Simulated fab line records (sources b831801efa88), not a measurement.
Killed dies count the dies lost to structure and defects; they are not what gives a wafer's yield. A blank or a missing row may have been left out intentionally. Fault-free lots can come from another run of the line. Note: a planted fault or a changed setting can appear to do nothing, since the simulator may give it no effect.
fab line records	flow gf180mcu
[record] lots = 12	wafers = 36	last-day = 33
route steps=602 shown STI@30 DUAL_GATE@152 HV_LDD@196 SAB@277
lots that met no fault: taken from a fault-free run of the same line
start-h: hours from the record's first day to the start of the lot's first wafer shown	wait-h: time in hours since the lot's previous step	" identical to the entry in the row above	L1.1+2: several wafers, shown together as one row	- no value, or no start given	* or withheld: withheld	< > ~ a bound
route shown NAME@n: NAME is a module with steps in the file, n the number in the route of the first one	usual: mean and standard deviation over wafers with no fault	same: alike in all rows	chamber/n: place in a boat	sites: readings site by site	_std_site: the values' standard deviation	_edge_site: inner sites' mean taken away from outer sites' mean	radius-mm: for every site, how far away it sits from the centre of the wafer	mask NAME#n: copy n	behind: tool/chamber where the wafer was last shaped	hold: why the lot was held/for how many hours/how that ended	device: which transistor (n, p or np) failed to switch	end of line: at the end of the route, the tests of the same wafers	for a step that has no rows: nothing shown but its recipe	killed: the dies lost at the first sort to structure and to defects; this is not the yield of the wafer	map: a wafer's dies, x killed, . not, _ none there
set.NAME: the setting as run; set.NAME@STEP: as run at that earlier step	model.NAME: the simulator's own value behind a step, which no gauge read
a sample of lots followed through the steps of the route, with each step as a table and each wafer as a row
services: when a tool's chamber went out of use (start-h, in hours from the record's first day, below 0 if earlier), for how many hours, and the reason
[[steps]]
[step GF_STI_OXIDATION_29]
[recipe] temp-c = 900	ambient = O2	stabilise-s = 600	purge-s = 300	target-thk-a = 100	ox-time-s = 1418
[usual] spike-tc-bottom-C = 919/3.3	spike-tc-centre-C = 900.2/1.5	spike-tc-lower-C = 901.1/0.88	spike-tc-top-C = 912.7/2.1	spike-tc-upper-C = 899.6/1.1	zone-power-bottom-pct = 27.2/0.52	zone-power-centre-pct = 17.4/0.39	zone-power-top-pct = 31.1/0.77
lot.wafer	tool	chamber	start-h	wait-h	spike-tc-bottom-C	spike-tc-centre-C	spike-tc-lower-C	spike-tc-top-C	spike-tc-upper-C	zone-power-bottom-pct	zone-power-centre-pct	zone-power-top-pct
L867.3	furnace-01	0	39.14	0.0	922	902.9	900.4	912.1	899.8	26.8	17.8	30.3
L867.4	"	0	"	"	921	901.0	899.7	910.3	897.9	27.5	18.1	31.0
L867.5	"	0	"	"	924	901.9	901.1	911.2	899.3	26.5	17.9	30.6
L868.3	furnace-02	0	43.97	0.0	915	900.5	901.6	916.7	899.5	27.8	16.7	32.0
L868.4	"	0	"	"	915	900.4	899.9	915.0	900.4	28.2	17.1	32.1
L868.6	"	0	"	"	916	899.5	902.0	915.5	900.4	27.7	16.7	31.5
L869.2	furnace-02	0	49.33	0.0	917	899.6	901.7	916.4	900.3	27.9	17.2	32.5
L869.3	"	0	"	"	918	899.6	899.9	913.4	901.1	28.1	17.4	31.8
L869.6	"	0	"	"	915	898.3	900.5	915.0	900.1	27.9	16.8	31.8
L870.3	furnace-01	0	56.09	1.4	922	901.7	901.0	910.4	899.4	26.9	17.3	30.6
L870.5	"	0	"	"	921	901.5	902.3	909.8	898.9	27.3	17.9	30.1
L870.6	"	0	"	"	922	900.0	900.7	911.9	899.6	26.6	17.6	30.1
L871.1	furnace-01	0	60.05	0.4	922	902.2	900.1	911.3	900.0	27.2	18.0	30.4
L871.2	"	0	"	"	922	900.2	899.5	911.3	900.5	26.7	17.8	30.9
L871.3	"	0	"	"	921	900.3	900.8	912.9	900.2	26.4	17.7	30.9
L872.1	furnace-02	0	63.77	0.0	947	931.0	932.2	949.0	933.7	30.0	18.7	33.8
L872.3	"	0	"	"	949	933.6	933.2	946.0	932.6	30.2	18.4	34.1
L872.6	"	0	"	"	948	931.8	931.6	946.8	932.6	29.9	18.5	34.3
L875.1	furnace-02	0	81.51	1.1	949	931.6	935.5	949.0	932.7	30.7	18.5	33.9
L875.5	"	0	"	"	948	932.6	933.7	946.3	932.7	30.5	18.3	34.2
L875.6	"	0	"	"	947	932.0	934.4	949.2	933.1	30.3	18.7	33.8
L878.1	furnace-01	0	95.65	0.0	924	899.8	900.2	910.3	897.3	27.1	18.0	30.6
L878.3	"	0	"	"	921	900.0	900.2	910.0	900.8	26.7	17.8	30.4
L878.6	"	0	"	"	922	899.8	901.4	912.1	898.5	26.9	17.8	30.7
L879.1	furnace-01	0	98.91	0.0	923	900.9	901.7	911.1	900.0	26.8	17.6	30.3
L879.2	"	0	"	"	921	900.5	901.7	911.3	899.8	26.7	17.8	30.4
L879.4	"	0	"	"	920	900.6	900.7	911.8	898.0	26.9	17.7	29.7
L881.1	furnace-01	0	111.65	0.1	923	901.7	901.1	911.3	899.9	27.0	17.7	30.3
L881.3	"	0	"	"	923	900.9	900.4	909.4	900.5	27.0	17.5	30.4
L881.6	"	0	"	"	922	901.7	902.1	911.2	900.8	27.1	18.2	30.6
L884.1	furnace-01	0	127.76	0.2	921	901.1	901.4	911.3	897.8	26.5	17.9	30.3
L884.2	"	0	"	"	924	900.3	902.3	911.8	897.7	26.5	18.0	30.7
L884.3	"	0	"	"	920	900.5	899.3	910.7	899.2	26.7	17.5	30.6
L885.1	furnace-01	0	131.51	0.5	922	900.0	900.9	911.7	897.9	27.2	17.8	30.1
L885.2	"	0	"	"	922	902.9	901.2	910.1	900.5	26.6	18.0	30.2
L885.4	"	0	"	"	922	901.7	899.9	909.7	899.5	26.6	18.0	30.8
[step GF_STI_THK_MEAS_30]
[recipe] reads = SiO2_of_STI_OXIDATION_29
[usual] STI_OXIDATION_02_THK = 10.12/0.22
lot.wafer	tool	chamber	start-h	wait-h	STI_OXIDATION_02_THK[nm]
L867.3	film-metro-02	-	40.56	0.0	10.08
L867.4	"	-	"	"	10.02
L867.5	"	-	"	"	10.08
L868.3	film-metro-03	-	45.38	0.0	10.36
L868.4	"	-	"	"	10.44
L868.6	"	-	"	"	10.34
L869.2	film-metro-04	-	50.74	0.0	10.75
L869.3	"	-	"	"	10.56
L869.6	"	-	"	"	10.59
L870.3	film-metro-03	-	57.50	0.0	10.03
L870.5	"	-	"	"	10.16
L870.6	"	-	"	"	10.10
L871.1	film-metro-02	-	61.45	0.0	10.12
L871.2	"	-	"	"	10.04
L871.3	"	-	"	"	9.97
L872.1	film-metro-03	-	65.16	0.0	14.43
L872.3	"	-	"	"	14.23
L872.6	"	-	"	"	14.34
L875.1	film-metro-03	-	82.91	0.0	14.19
L875.5	"	-	"	"	14.23
L875.6	"	-	"	"	14.28
L878.1	film-metro-02	-	97.05	0.0	9.88
L878.3	"	-	"	"	9.95
L878.6	"	-	"	"	9.96
L879.1	film-metro-02	-	100.30	0.0	9.83
L879.2	"	-	"	"	9.88
L879.4	"	-	"	"	9.95
L881.1	film-metro-03	-	113.05	0.0	9.97
L881.3	"	-	"	"	9.99
L881.6	"	-	"	"	10.02
L884.1	film-metro-02	-	129.15	0.0	9.64
L884.2	"	-	"	"	9.84
L884.3	"	-	"	"	9.85
L885.1	film-metro-04	-	132.91	0.0	10.19
L885.2	"	-	"	"	10.14
L885.4	"	-	"	"	10.23
[step GF_DUAL_GATE_OVL_MEAS_11]
[usual] DUAL_GATE_OVL = 0.5/1.5
lot.wafer	tool	chamber	start-h	wait-h	DUAL_GATE_OVL[nm]
L867.3	overlay-01	-	190.14	0.1	-0.6
L867.4	"	-	"	"	-0.8
L867.5	"	-	"	"	-2.3
L868.3	overlay-01	-	197.23	0.1	2.7
L868.4	"	-	"	"	2.7
L868.6	"	-	"	"	1.4
L869.2	overlay-02	-	201.15	0.1	0.9
L869.3	"	-	"	"	1.2
L869.6	"	-	"	"	2.2
L870.3	overlay-01	-	211.45	0.1	-0.2
L870.5	"	-	"	"	-0.5
L870.6	"	-	"	"	-0.8
L871.1	overlay-02	-	218.67	0.1	1.9
L871.2	"	-	"	"	2.3
L871.3	"	-	"	"	2.4
L872.1	overlay-01	-	223.37	0.1	-1.2
L872.3	"	-	"	"	-0.4
L872.6	"	-	"	"	0.0
L875.1	overlay-01	-	249.67	0.1	-0.1
L875.5	"	-	"	"	0.6
L875.6	"	-	"	"	-1.9
L878.1	overlay-01	-	265.31	0.1	-0.4
L878.3	"	-	"	"	-0.3
L878.6	"	-	"	"	0.4
L879.1	overlay-02	-	269.14	0.1	-1.7
L879.2	"	-	"	"	-3.3
L879.4	"	-	"	"	-0.5
L881.1	overlay-01	-	287.26	0.1	1.4
L881.3	"	-	"	"	1.7
L881.6	"	-	"	"	2.7
L884.1	overlay-02	-	308.57	0.1	0.7
L884.2	"	-	"	"	1.4
L884.3	"	-	"	"	3.3
L885.1	overlay-01	-	318.57	0.1	1.5
L885.2	"	-	"	"	1.5
L885.4	"	-	"	"	1.2
[step GF_HV_LDD_OVL_MEAS_20]
[usual] HV_LDD_01_OVL = -1.4/1.5
lot.wafer	tool	chamber	start-h	wait-h	HV_LDD_01_OVL[nm]
L867.3	overlay-01	-	249.17	0.1	-0.2
L867.4	"	-	"	"	0.3
L867.5	"	-	"	"	0.0
L868.3	overlay-02	-	257.24	0.1	-2.5
L868.4	"	-	"	"	-2.6
L868.6	"	-	"	"	-1.3
L869.2	overlay-02	-	263.45	0.1	-1.8
L869.3	"	-	"	"	-1.3
L869.6	"	-	"	"	-2.0
L870.3	overlay-02	-	273.28	0.1	-2.6
L870.5	"	-	"	"	-1.7
L870.6	"	-	"	"	-3.3
L871.1	overlay-01	-	281.17	0.1	-2.7
L871.2	"	-	"	"	0.3
L871.3	"	-	"	"	-2.9
L872.1	overlay-01	-	288.59	0.1	-1.4
L872.3	"	-	"	"	-2.0
L872.6	"	-	"	"	-2.1
L875.1	overlay-01	-	314.71	0.1	-2.6
L875.5	"	-	"	"	-2.4
L875.6	"	-	"	"	-1.2
L878.1	overlay-01	-	334.09	0.1	0.4
L878.3	"	-	"	"	0.2
L878.6	"	-	"	"	-3.1
L879.1	overlay-02	-	334.69	0.1	-0.2
L879.2	"	-	"	"	-0.3
L879.4	"	-	"	"	0.5
L881.1	overlay-02	-	363.09	0.1	1.5
L881.3	"	-	"	"	0.7
L881.6	"	-	"	"	1.1
L884.1	overlay-01	-	382.43	0.1	0.8
L884.2	"	-	"	"	-1.2
L884.3	"	-	"	"	-1.3
L885.1	overlay-02	-	391.19	0.1	0.2
L885.2	"	-	"	"	-1.0
L885.4	"	-	"	"	-2.4
[step GF_SAB_STRIP_13]
[recipe] chemistry = O2/N2	power-w = 1400	pressure-mtorr = 1500	platen-temp-c = 250	o2-flow-sccm = 3000	n2-flow-sccm = 300	overash-fraction = 0.5
[usual] drypump-motor-current-A = 5.8/0.37	heater-power-w = 317/33	oes-product-au = 0.709/0.0047	strip-time-to-endpoint-s = 12.61/0.039
lot.wafer	tool	chamber	start-h	wait-h	drypump-motor-current-A	heater-power-w	oes-product-au	rf-hours-counter-h	strip-time-to-endpoint-s
L867.3	plasma-asher-01	0	355.00	0.0	5.3	306	0.713	-	12.60
L867.4	"	1	"	"	5.5	303	0.717	-	12.59
L867.5	"	1	"	"	5.5	311	0.713	-	12.58
L868.3	plasma-asher-02	0	364.42	0.0	6.2	332	0.712	-	12.53
L868.4	"	1	"	"	5.5	291	0.707	-	12.56
L868.6	"	0	"	"	6.3	333	0.714	-	12.58
L869.2	plasma-asher-02	0	369.12	0.0	6.2	338	0.702	68	12.60
L869.3	"	1	"	"	5.5	290	0.711	-	12.60
L869.6	"	1	"	"	5.5	286	0.709	-	12.58
L870.3	plasma-asher-02	0	382.53	0.0	6.2	347	0.706	-	12.68
L870.5	"	0	"	"	6.2	331	0.714	-	12.59
L870.6	"	1	"	"	5.5	295	0.704	-	12.62
L871.1	plasma-asher-04	0	392.31	0.0	5.9	384	0.707	30	12.62
L871.2	"	1	"	"	6.2	285	0.703	30	12.62
L871.3	"	0	"	"	5.9	400	0.703	-	12.60
L872.1	plasma-asher-02	1	401.80	0.0	5.5	288	0.709	72	12.64
L872.3	"	1	"	"	5.5	288	0.711	-	12.63
L872.6	"	0	"	"	6.2	336	0.709	-	12.63
L875.1	plasma-asher-02	1	431.75	0.0	5.5	298	0.703	75	12.65
L875.5	"	0	"	"	6.2	338	0.709	-	12.62
L875.6	"	1	"	"	5.5	280	0.712	-	12.59
L878.1	plasma-asher-04	0	453.11	0.0	5.9	386	0.705	37	12.53
L878.3	"	0	"	"	5.9	397	0.713	-	12.55
L878.6	"	0	"	"	5.9	373	0.706	-	12.51
L879.1	plasma-asher-04	0	455.85	0.0	5.9	384	0.711	37	12.62
L879.2	"	1	"	"	6.3	291	0.700	37	12.63
L879.4	"	0	"	"	5.8	386	0.707	-	12.63
L881.1	plasma-asher-02	0	485.52	0.0	6.2	332	0.702	80	12.66
L881.3	"	1	"	"	5.5	288	0.716	-	12.67
L881.6	"	1	"	"	5.5	292	0.707	-	12.65
L884.1	plasma-asher-02	0	504.67	0.0	6.2	337	0.708	83	12.60
L884.2	"	1	"	"	5.5	283	0.712	83	12.61
L884.3	"	1	"	"	5.5	296	0.715	-	12.63
L885.1	plasma-asher-02	1	514.40	0.0	5.5	283	0.710	84	12.58
L885.2	"	0	"	"	6.2	328	0.714	84	12.56
L885.4	"	1	"	"	5.5	282	0.705	-	12.56
[[services]]
tool	chamber	start-h	hours	kind
plasma-asher-04	-	50.02	1.5	repair
furnace-02	-	53.57	3.4	pm
plasma-asher-02	-	61.37	4.8	repair
furnace-01	-	79.79	4.6	pm
plasma-asher-02	-	82.49	4.5	repair
plasma-asher-02	-	87.36	28.1	pm
plasma-asher-04	-	108.77	9.0	pm
plasma-asher-02	-	115.46	14.6	pm
plasma-asher-02	-	121.40	4.2	repair
furnace-02	-	206.09	3.4	pm
furnace-02	-	212.67	3.0	pm
furnace-01	-	225.67	2.9	pm
plasma-asher-04	-	229.60	7.2	repair
furnace-01	-	248.23	4.3	pm
furnace-01	-	320.37	4.0	pm
plasma-asher-04	-	368.14	0.5	repair
plasma-asher-04	-	370.12	6.4	repair
furnace-02	-	388.51	2.9	pm
furnace-02	-	407.99	13.9	pm
furnace-01	-	423.01	3.9	pm
plasma-asher-02	-	424.56	1.4	repair
furnace-02	-	449.25	13.9	pm
furnace-02	-	488.09	3.9	pm
furnace-01	-	503.14	4.9	pm
[[key]]
[first-sign] step = GF_STI_OXIDATION_29	reading = spike-tc-lower-C	direction = up	sigmas = 37	usual = 901.1	struck = 933.4
[effect] step = GF_STI_OXIDATION_29	reading = spike-tc-upper-C	direction = up	sigmas = 30	usual = 899.6	struck = 932.9
[effect] step = GF_STI_THK_MEAS_30	reading = STI_OXIDATION_02_THK	direction = up	sigmas = 19	usual = 10.12	struck = 14.28
met-at GF_STI_OXIDATION_29
struck-lots L872,L875
tester-left-out L872,L875
not-acting-at GF_DUAL_GATE_OVL_MEAS_11,GF_HV_LDD_OVL_MEAS_20,GF_SAB_STRIP_13
onset-between 49.33 63.77
[fault] kind = process-parameter-drift	tool = furnace-02	chamber = -	onset-h = 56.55	steps = GF_STI_OXIDATION_29	channel = temp-c	offset = *	shape = step	end-h = 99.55	acts-in = *	stated = *
// tester-left-out: of these lots the tester's yield and bins aren't shown, on N5 and GAA mostly nor the transistor test; their killed dies are dies lost to structure and defects alone, not to doping, threshold or leakage, so they don't give the yield
